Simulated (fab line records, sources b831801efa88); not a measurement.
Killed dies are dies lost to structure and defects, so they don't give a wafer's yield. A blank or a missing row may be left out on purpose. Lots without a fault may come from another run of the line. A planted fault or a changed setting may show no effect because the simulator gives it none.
fab line records | flow sky130
record lots=5 wafers=15 last_day=50
route steps=708 shown FIELD_ISO@27 NWELL@32 DNWELL@35 PWDE@45 PAD_OPEN@708
lots that met no fault: from a run of the same line without faults
start_h: hours from the record's first day to the start of the lot's first wafer shown | wait_h: hours since the lot's step before | " the same as in the row above | L1.1+2: a row that stands for several wafers | - no value, or no start given | * or withheld: withheld | < > ~ a bound
route shown NAME@n: a module of which the file shows steps, and the number in the route of the first | usual: mean/standard deviation of fault-free wafers | same: alike in all rows | chamber/n: place in a boat | sites: the reading at each site | _std_site: their standard deviation | _edge_site: outer sites' mean less inner sites' | radius_mm: how far each site lies from the wafer's centre | mask NAME#n: copy n | behind: the tool/chamber that last shaped the wafer | hold: why the lot was held/for how many hours/how that ended | device: the transistor (n, p or np) that didn't switch | end of line: the same wafers' tests at the end of the route | a step without rows: its recipe alone | killed: dies lost to structure and defects at the first sort, not the wafer's yield | map: a wafer's dies, x killed, . not, _ none there
set.NAME: the setting as run; set.NAME@STEP: as run at that earlier step | model.NAME: the simulator's own value behind a step, which no gauge read
lots at some steps of the route; a table a step, a row a wafer
services: from which hour (start_h, from the record's first day; less than 0 if before it) a tool's chamber was out of use, for how many hours, and why
## steps
# step SKY_FIELD_ISO_ANNEAL_26
# recipe temp_c=1000 time_s=1800 ambient=N2
# step SKY_FIELD_ISO_CMP_27
# recipe stop_on=Si3N4 t_overpolish_s=16 down_force_psi=4 platen_rpm=60 target_thk_nm=457.8 pad_velocity_m_s=0.94248
# usual motor_current_A=11.5/1.2 overpolish_run_s=16.000/0.0089 time_to_endpoint_s=110/3.9
# columns lot.wafer tool chamber start_h wait_h motor_current_A overpolish_run_s time_to_endpoint_s
L323.4 cmp-02 1 38.36 0.1 12.5 15.993 113
L323.6 " 3 " " 10.9 15.997 114
L323.5 " 0 " " 11.9 16.008 111
L325.4 cmp-02 3 48.08 0.1 10.3 16.013 112
L325.1 " 0 " " 12.3 15.994 107
L325.6 " 3 " " 10.4 16.003 114
L328.4 cmp-02 3 68.56 0.1 11.6 16.007 116
L328.1 " 0 " " 12.1 15.990 114
L328.5 " 1 " " 11.6 15.993 112
L333.2 cmp-02 3 90.96 0.3 10.3 16.010 106
L333.3 " 1 " " 12.6 15.996 111
L333.5 " 3 " " 11.3 16.001 106
L345.4 cmp-02 0 157.35 0.0 12.2 16.013 106
L345.3 " 2 " " 9.8 15.990 104
L345.2 " 3 " " 10.4 15.986 106
# step SKY_FIELD_ISO_WET_ETCH_28
# recipe chemistry=dHF target_depth_nm=23.7 target=SiO2 dilution=10:1 temp_c=25 time_s=47
# step SKY_FIELD_ISO_WET_ETCH_29
# recipe chemistry=H3PO4 target_depth_nm=160 target=Si3N4 temp_c=160 time_s=1825
# step SKY_FIELD_ISO_WET_ETCH_30
# recipe chemistry=dHF target_depth_nm=25 target=SiO2 dilution=10:1 temp_c=25 time_s=50
# step SKY_NWELL_CLEAN_00
# recipe chemistry=SC1/SC2 mix=1:4:20 temp_c=70 time_s=150 dry=n2_spin
# step SKY_NWELL_OXIDATION_01
# recipe temp_c=900 ambient=O2 stabilise_s=600 purge_s=300 target_thk_a=100 ox_time_s=1418
# step SKY_NWELL_THK_MEAS_02
# recipe reads=SiO2_of_NWELL_OXIDATION_01
# usual NWELL_OXIDATION_THK=9.99/0.22
# columns lot.wafer tool chamber start_h wait_h NWELL_OXIDATION_THK[nm]
L323.4 film_metro-02 - 41.03 0.0 10.08
L323.5 " - " " 9.98
L323.6 " - " " 9.99
L325.1 film_metro-04 - 50.33 0.0 10.15
L325.4 " - " " 9.99
L325.6 " - " " 9.95
L328.1 film_metro-04 - 71.94 0.0 9.76
L328.4 " - " " 9.78
L328.5 " - " " 9.72
L333.2 film_metro-01 - 94.45 0.0 10.13
L333.3 " - " " 10.05
L333.5 " - " " 10.16
L345.2 film_metro-01 - 160.95 0.0 10.00
L345.3 " - " " 9.83
L345.4 " - " " 9.93
# step SKY_DNWELL_DEHYDRATE_00
# recipe temp_c=200 time_s=60
# step SKY_DNWELL_HMDS_01
# recipe prime_time_s=60 prime_temp_c=120
# step SKY_DNWELL_COAT_02
# recipe spin_rpm=2000 resist_thk_nm=3000
# step SKY_DNWELL_SOFTBAKE_03
# recipe temp_c=110 time_s=withheld
# step SKY_DNWELL_EXPOSE_04
# recipe mask_id=DNM na=0.57 target_cd_nm=3000 dose_mj=222
# usual reticle_temp_C=22.97/0.11
# columns lot.wafer tool chamber start_h wait_h mask reticle_temp_C
L323.4 iline_stepper-02 0 49.05 - DNM#0 23.01
L323.5 " 0 " " DNM#0 23.08
L323.6 " 0 " " DNM#0 23.05
L325.1 iline_stepper-01 0 57.93 - DNM#0 23.01
L325.4 " 0 " " DNM#0 22.99
L325.6 " 0 " " DNM#0 23.00
L328.1 iline_stepper-02 0 79.07 - PWDEM#0 23.01
L328.4 " 0 " " PWDEM#0 22.94
L328.5 " 0 " " PWDEM#0 23.08
L333.2 iline_stepper-01 0 103.33 - DNM#0 23.01
L333.3 " 0 " " DNM#0 22.98
L333.5 " 0 " " DNM#0 22.88
L345.2 iline_stepper-01 0 171.43 - DNM#0 23.01
L345.3 " 0 " " DNM#0 23.17
L345.4 " 0 " " DNM#0 23.04
# step SKY_DNWELL_PEB_05
# recipe temp_c=115 time_s=withheld
# step SKY_DNWELL_DEVELOP_06
# recipe wall_angle_deg=90 developer=TMAH develop_time_s=60 dev_temp_c=23
# step SKY_DNWELL_IMPLANT_07
# recipe species=P energy_kev=withheld dose_cm2=withheld tilt_deg=withheld
# step SKY_DNWELL_STRIP_08
# recipe chemistry=O2/N2 power_w=1400 pressure_mtorr=1500 platen_temp_c=withheld o2_flow_sccm=3000 n2_flow_sccm=300 overash_fraction=0.5
# usual drypump_motor_current_A=5.8/0.46 oes_product_au=0.723/0.0043 strip_time_to_endpoint_s=36.90/0.1
# columns lot.wafer tool chamber start_h wait_h drypump_motor_current_A oes_product_au rf_hours_counter_h strip_time_to_endpoint_s
L323.4 plasma_asher-01 1 57.32 0.1 6.2 0.719 - 36.96
L323.5 " 0 " " 5.3 0.721 - 36.97
L323.6 " 1 " " 6.2 0.722 - 36.93
L325.1 plasma_asher-02 1 65.57 0.1 5.6 0.725 39 36.81
L325.4 " 0 " " 5.9 0.732 - 36.83
L325.6 " 0 " " 5.9 0.724 - 36.91
L328.1 plasma_asher-01 0 87.39 0.1 5.3 0.727 41 36.93
L328.4 " 1 " " 6.3 0.717 - 36.86
L328.5 " 1 " " 6.3 0.731 - 36.90
L333.2 plasma_asher-01 0 112.28 0.1 5.3 0.721 44 36.81
L333.3 " 0 " " 5.3 0.725 - 36.93
L333.5 " 1 " " 6.3 0.725 - 36.78
L345.2 plasma_asher-02 0 181.48 0.1 5.9 0.728 50 37.01
L345.3 " 0 " " 5.9 0.720 - 36.95
L345.4 " 1 " " 5.6 0.724 - 37.03
# step SKY_DNWELL_TW_MEAS_09
# usual DNWELL_TW=1120/9
# columns lot.wafer tool chamber start_h wait_h DNWELL_TW
L323.4 film_metro-02 - 57.42 0.1 1129
L323.5 " - " " 1126
L323.6 " - " " 1132
L325.1 film_metro-01 - 65.67 0.1 1109
L325.4 " - " " 1111
L325.6 " - " " 1115
L328.1 film_metro-01 - 87.49 0.1 30
L328.4 " - " " 30
L328.5 " - " " 30
L333.2 film_metro-01 - 112.39 0.1 1115
L333.3 " - " " 1119
L333.5 " - " " 1117
L345.2 film_metro-04 - 181.59 0.1 1117
L345.3 " - " " 1115
L345.4 " - " " 1120
# step SKY_PWDE_DEHYDRATE_00
# recipe temp_c=200 time_s=60
# step SKY_PWDE_HMDS_01
# recipe prime_time_s=60 prime_temp_c=120
# step SKY_PWDE_COAT_02
# recipe spin_rpm=2000 resist_thk_nm=3000
# step SKY_PWDE_SOFTBAKE_03
# recipe temp_c=110 time_s=withheld
# step SKY_PWDE_EXPOSE_04
# recipe mask_id=PWDEM na=0.6 source_shape=conventional sigma_outer=0.6 polarization=unpolarized target_cd_nm=840 dose_mj=214
# step SKY_PWDE_PEB_05
# recipe temp_c=115 time_s=withheld
# step SKY_PWDE_DEVELOP_06
# recipe wall_angle_deg=90 developer=TMAH develop_time_s=60 dev_temp_c=23
# step SKY_PWDE_OVL_MEAS_07
# usual PWDE_OVL=-0.1/1.2
# columns lot.wafer tool chamber start_h wait_h PWDE_OVL[nm]
L323.4 overlay-01 - 73.08 - 0.7
L323.5 " - " " 0.1
L323.6 " - " " 0.2
L325.1 overlay-02 - 81.86 - -1.6
L325.4 " - " " -0.7
L325.6 " - " " 0.0
L328.1 overlay-01 - 104.14 - -1.3
L328.4 " - " " -2.4
L328.5 " - " " -0.7
L333.2 overlay-01 - 130.21 - 1.5
L333.3 " - " " 0.7
L333.5 " - " " 1.1
L345.2 overlay-02 - 203.22 - 0.7
L345.3 " - " " 0.7
L345.4 " - " " 2.2
# step SKY_PWDE_IMPLANT_08
# recipe species=B energy_kev=150 dose_cm2=3.6e+12 tilt_deg=withheld
# step SKY_PWDE_STRIP_09
# recipe chemistry=O2/N2 power_w=1400 pressure_mtorr=1500 platen_temp_c=withheld o2_flow_sccm=3000 n2_flow_sccm=300 overash_fraction=0.5
# usual drypump_motor_current_A=5.9/0.51 oes_product_au=0.722/0.0043 strip_time_to_endpoint_s=36.89/0.1
# columns lot.wafer tool chamber start_h wait_h drypump_motor_current_A oes_product_au rf_hours_counter_h strip_time_to_endpoint_s
L323.4 plasma_asher-04 1 73.29 0.1 6.6 0.724 - 36.89
L323.5 " 1 " " 6.6 0.726 - 36.93
L323.6 " 0 " " 5.3 0.722 - 36.96
L325.1 plasma_asher-03 0 82.04 0.1 6.3 0.730 23 36.82
L325.4 " 1 " " 5.7 0.724 - 36.92
L325.6 " 0 " " 6.3 0.718 - 36.79
L328.1 plasma_asher-03 1 104.32 0.1 5.7 0.721 25 36.96
L328.4 " 1 " " 5.7 0.725 - 36.90
L328.5 " 0 " " 6.3 0.721 - 36.89
L333.2 plasma_asher-01 0 130.39 0.1 5.3 0.729 46 37.05
L333.3 " 1 " " 6.3 0.729 - 37.05
L333.5 " 1 " " 6.3 0.721 - 36.98
L345.2 plasma_asher-01 0 203.40 0.1 5.3 0.723 53 36.75
L345.3 " 1 " " 6.2 0.724 - 36.65
L345.4 " 0 " " 5.3 0.723 - 36.71
# step SKY_PWDE_TW_MEAS_10
# usual PWDE_TW=374.4/2.7
# columns lot.wafer tool chamber start_h wait_h PWDE_TW
L323.4 film_metro-01 - 73.38 0.1 372.7
L323.5 " - " " 375.3
L323.6 " - " " 372.6
L325.1 film_metro-01 - 82.14 0.1 374.4
L325.4 " - " " 376.7
L325.6 " - " " 374.9
L328.1 film_metro-04 - 104.42 0.1 1118.8
L328.4 " - " " 1116.2
L328.5 " - " " 1113.1
L333.2 film_metro-01 - 130.50 0.1 371.2
L333.3 " - " " 372.0
L333.5 " - " " 372.3
L345.2 film_metro-04 - 203.51 0.1 372.6
L345.3 " - " " 370.5
L345.4 " - " " 372.8
# step SKY_NWELL_DEHYDRATE_03
# recipe temp_c=200 time_s=60
# step SKY_PAD_OPEN_PROBE_99
# usual killed_at_M0_to_M3=42/6.4 killed_at_M4_up=3.2/1.9 killed_at_contacts=24/4.8 killed_at_front_end=16/4.4 killed_at_other=0.3/0.55 killed_dies=86/8.6 killed_on_rim=17/3.5 killed_open=46/6.6 killed_short=39/5.7
# same gross_dies=492 killed_at_back_side=0
# columns lot.wafer tool chamber start_h wait_h killed_at_M0_to_M3 killed_at_M4_up killed_at_contacts killed_at_front_end killed_at_other killed_dies killed_on_rim killed_open killed_short
L323.4 prober-02 - 1084.20 0.2 34 2 25 15 0 76 16 42 33
L323.5 prober-02 - 1084.25 0.2 41 5 17 17 0 80 19 37 43
L323.6 prober-02 - 1084.30 0.2 48 0 23 13 0 84 17 48 35
L325.1 prober-02 - 1105.95 0.1 39 4 25 16 1 85 9 50 34
L325.4 prober-02 - 1106.10 0.2 41 1 16 22 0 80 17 38 42
L325.6 prober-02 - 1106.20 0.2 46 6 21 22 1 96 15 37 59
L328.1 prober-02 - 1120.26 0.1 44 3 20 424 1 492 96 43 44
L328.4 prober-02 - 1120.41 0.2 45 2 21 423 1 492 96 43 39
L328.5 prober-02 - 1120.46 0.2 44 3 23 420 2 492 96 41 43
L333.2 prober-02 - 1150.53 0.1 33 2 29 19 1 84 18 46 38
L333.3 prober-02 - 1150.58 0.2 39 2 25 15 0 81 12 46 35
L333.5 prober-02 - 1150.68 0.2 42 1 27 25 0 95 16 54 41
L345.2 prober-01 - 1205.09 0.1 26 1 32 12 0 71 15 37 33
L345.3 prober-01 - 1205.14 0.2 41 6 38 15 0 100 23 63 37
L345.4 prober-01 - 1205.19 0.2 51 10 29 8 0 98 16 50 47
# killed by level:class
L323.4 LOCAL_INTERCONNECT:geometric_particle:short=8 POLY_GATE:geometric_particle:open=7 VIA2:geometric_particle:open=7 VIA3:geometric_particle:open=7 CONTACT:geometric_particle:open=6 METAL1:geometric_particle:short=6 VIA1:geometric_particle:open=5 POLY_GATE:geometric_particle:short=4
L323.5 METAL2:geometric_particle:short=8 VIA1:geometric_particle:open=6 FIELD_ISO:geometric_particle:short=5 CONTACT:geometric_particle:open=5 METAL1:geometric_particle:short=5 VIA2:geometric_particle:open=5 POLY_GATE:geometric_particle:open=4 LOCAL_INTERCONNECT:geometric_particle:short=4
L323.6 LOCAL_INTERCONNECT:geometric_particle:short=8 METAL1:geometric_particle:short=8 VIA1:geometric_particle:open=8 VIA3:geometric_particle:open=8 VIA2:geometric_particle:open=7 LI_CONTACT:geometric_particle:open=5 METAL1:geometric_particle:open=5 CONTACT:geometric_particle:short=4
L325.1 VIA1:geometric_particle:open=11 LI_CONTACT:geometric_particle:open=7 FIELD_ISO:geometric_particle:open=6 CONTACT:geometric_particle:open=6 VIA3:geometric_particle:open=6 FIELD_ISO:geometric_particle:short=5 CONTACT:geometric_particle:short=5 METAL1:geometric_particle:short=5
L325.4 VIA1:geometric_particle:open=9 METAL1:geometric_particle:short=8 CONTACT:geometric_particle:open=7 VIA2:geometric_particle:open=6 FIELD_ISO:geometric_particle:short=5 FIELD_ISO:geometric_particle:open=4 POLY_GATE:geometric_particle:open=4 POLY_GATE:geometric_particle:short=4
L325.6 METAL1:geometric_particle:short=12 CONTACT:geometric_particle:short=8 VIA1:geometric_particle:open=7 FIELD_ISO:geometric_particle:short=6 FIELD_ISO:geometric_particle:open=6 CONTACT:geometric_particle:open=6 VIA3:geometric_particle:open=6 VIA1:geometric_particle:short=5
L328.1 DNWELL:area_expose=405 FIELD_ISO:geometric_particle:open=10 CONTACT:geometric_particle:open=9 METAL1:geometric_particle:short=8 METAL2:geometric_particle:short=7 VIA1:geometric_particle:short=6 LI_CONTACT:geometric_particle:short=5 VIA1:geometric_particle:open=5
L328.4 DNWELL:area_expose=409 VIA1:geometric_particle:open=12 CONTACT:geometric_particle:open=8 METAL1:geometric_particle:short=7 VIA2:geometric_particle:open=6 CONTACT:geometric_particle:short=4 VIA1:geometric_particle:short=4 VIA3:geometric_particle:open=4
L328.5 DNWELL:area_expose=407 FIELD_ISO:geometric_particle:open=9 VIA1:geometric_particle:open=9 CONTACT:geometric_particle:open=7 VIA3:geometric_particle:short=7 CONTACT:geometric_particle:short=6 METAL2:geometric_particle:short=6 VIA3:geometric_particle:open=6
L333.2 CONTACT:geometric_particle:open=13 VIA2:geometric_particle:open=12 FIELD_ISO:geometric_particle:short=7 LI_CONTACT:geometric_particle:open=6 LOCAL_INTERCONNECT:geometric_particle:short=5 VIA1:geometric_particle:short=5 POLY_GATE:geometric_particle:short=4 METAL2:geometric_particle:short=4
L333.3 CONTACT:geometric_particle:open=9 CONTACT:geometric_particle:short=8 VIA1:geometric_particle:open=8 VIA2:geometric_particle:open=6 VIA3:geometric_particle:open=6 FIELD_ISO:geometric_particle:open=4 POLY_GATE:geometric_particle:open=4 POLY_GATE:geometric_particle:short=4
L333.5 VIA1:geometric_particle:open=16 CONTACT:geometric_particle:open=8 FIELD_ISO:geometric_particle:open=7 CONTACT:geometric_particle:short=7 VIA2:geometric_particle:open=7 POLY_GATE:geometric_particle:short=6 LI_CONTACT:geometric_particle:open=6 FIELD_ISO:geometric_particle:short=5
L345.2 CONTACT:geometric_particle:open=8 VIA3:geometric_particle:open=7 CONTACT:geometric_particle:short=6 LI_CONTACT:geometric_particle:short=5 LI_CONTACT:geometric_particle:open=5 LOCAL_INTERCONNECT:geometric_particle:short=5 METAL1:geometric_particle:short=4 VIA1:geometric_particle:open=4
L345.3 CONTACT:geometric_particle:open=15 VIA1:geometric_particle:open=10 LI_CONTACT:geometric_particle:open=9 VIA2:geometric_particle:open=9 METAL1:geometric_particle:short=7 CONTACT:geometric_particle:short=6 FIELD_ISO:geometric_particle:open=4 POLY_GATE:geometric_particle:open=4
L345.4 CONTACT:geometric_particle:open=11 VIA1:geometric_particle:open=10 LI_CONTACT:geometric_particle:open=8 METAL1:geometric_particle:short=7 METAL4:geometric_particle:short=7 METAL2:geometric_particle:short=7 VIA1:geometric_particle:short=6 VIA3:geometric_particle:open=5
# map L328.1 (x killed, . not)
__________xxxxxxxxxx_________
________xxxxxxxxxxxxxx_______
______xxxxxxxxxxxxxxxxxx_____
_____xxxxxxxxxxxxxxxxxxxx____
____xxxxxxxxxxxxxxxxxxxxxx___
___xxxxxxxxxxxxxxxxxxxxxxxx__
__xxxxxxxxxxxxxxxxxxxxxxxxxx_
_xxxxxxxxxxxxxxxxxxxxxxxxxxxx
_xxxxxxxxxxxxxxxxxxxxxxxxxxxx
_xxxxxxxxxxxxxxxxxxxxxxxxxxxx
_xxxxxxxxxxxxxxxxxxxxxxxxxxxx
_xxxxxxxxxxxxxxxxxxxxxxxxxxxx
_xxxxxxxxxxxxxxxxxxxxxxxxxxxx
_xxxxxxxxxxxxxxxxxxxxxxxxxxxx
_xxxxxxxxxxxxxxxxxxxxxxxxxxxx
__xxxxxxxxxxxxxxxxxxxxxxxxxx_
___xxxxxxxxxxxxxxxxxxxxxxxx__
____xxxxxxxxxxxxxxxxxxxxxx___
_____xxxxxxxxxxxxxxxxxxxx____
______xxxxxxxxxxxxxxxxxx_____
________xxxxxxxxxxxxxx_______
__________xxxxxxxxxx_________
# map L323.6 (x killed, . not)
__________.....x...._________
________.x.....x......_______
______.................._____
_____x.......x...x...x...____
____x..........x.x.......x___
___....xx......x...........__
__...x...x...........x......_
_x........x..x...............
_x.x.x...........x.......xx..
_....x...x.xx..............x.
_x....xx......x......x.....x.
_..x....x....xxx..........x..
_xx..........xx..xxx.........
_.......x....................
_.x......x......x.x......xx..
__x..xx.x.....x.....x......._
___..x........x..x.x.......__
____.xxx.....x.......xx...___
_____...xx..x.........xx.____
______...x.............x_____
________........x....x_______
__________......x.x._________
## services
# columns tool chamber start_h hours kind
iline_stepper-02 0 34.88 - calibration
iline_stepper-02 - 57.03 1.7 pm
cmp-02 - 64.00 4.0 pm
cmp-02 - 68.00 - consumable_replace:conditioner
cmp-02 - 68.00 - consumable_replace:pad
plasma_asher-02 - 85.69 3.4 repair
plasma_asher-02 - 86.68 9.3 repair
cmp-02 - 98.75 1.3 repair
plasma_asher-04 - 108.75 9.0 pm
plasma_asher-04 0 108.75 9.0 vent_cycle
plasma_asher-04 1 108.75 9.0 vent_cycle
iline_stepper-01 0 109.06 - calibration
plasma_asher-03 - 114.31 2.8 pm
plasma_asher-04 0 117.75 - clean
plasma_asher-04 1 117.75 - clean
plasma_asher-02 - 133.16 0.7 repair
plasma_asher-02 - 151.67 4.7 repair
cmp-02 - 161.85 4.8 pm
iline_stepper-02 - 162.92 9.5 repair
plasma_asher-01 - 172.26 2.8 pm
cmp-02 - 179.18 3.4 repair
iline_stepper-01 - 185.91 0.9 repair
plasma_asher-04 - 203.41 2.8 pm
## key
first_sign step=SKY_DNWELL_EXPOSE_04 reading=mask direction=changed
effect step=SKY_DNWELL_TW_MEAS_09 reading=DNWELL_TW direction=down sigmas=99+ usual=1120 struck=30
effect step=SKY_PWDE_TW_MEAS_10 reading=PWDE_TW direction=up sigmas=99+ usual=374.4 struck=1116.0
effect step=SKY_PAD_OPEN_PROBE_99 reading=killed_at_front_end direction=up sigmas=93 usual=16 struck=422
more_kills_born_at SKY_DNWELL_EXPOSE_04@iline_stepper-02=1221
met_at SKY_DNWELL_EXPOSE_04
struck_wafers L328.1,L328.4,L328.5
tester_left_out L328
onset_between 49.05 79.07
fault kind=wrong_mask tool=any chamber=- onset_h=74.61 steps=SKY_DNWELL_EXPOSE_04 aux_copy=PWDEM#0 scope=struck_lots_only
# tester_left_out: of these lots the tester's yield and bins aren't shown, on N5 and GAA mostly nor the transistor test; their killed dies are dies lost to structure and defects alone, not to doping, threshold or leakage, so they don't give the yield
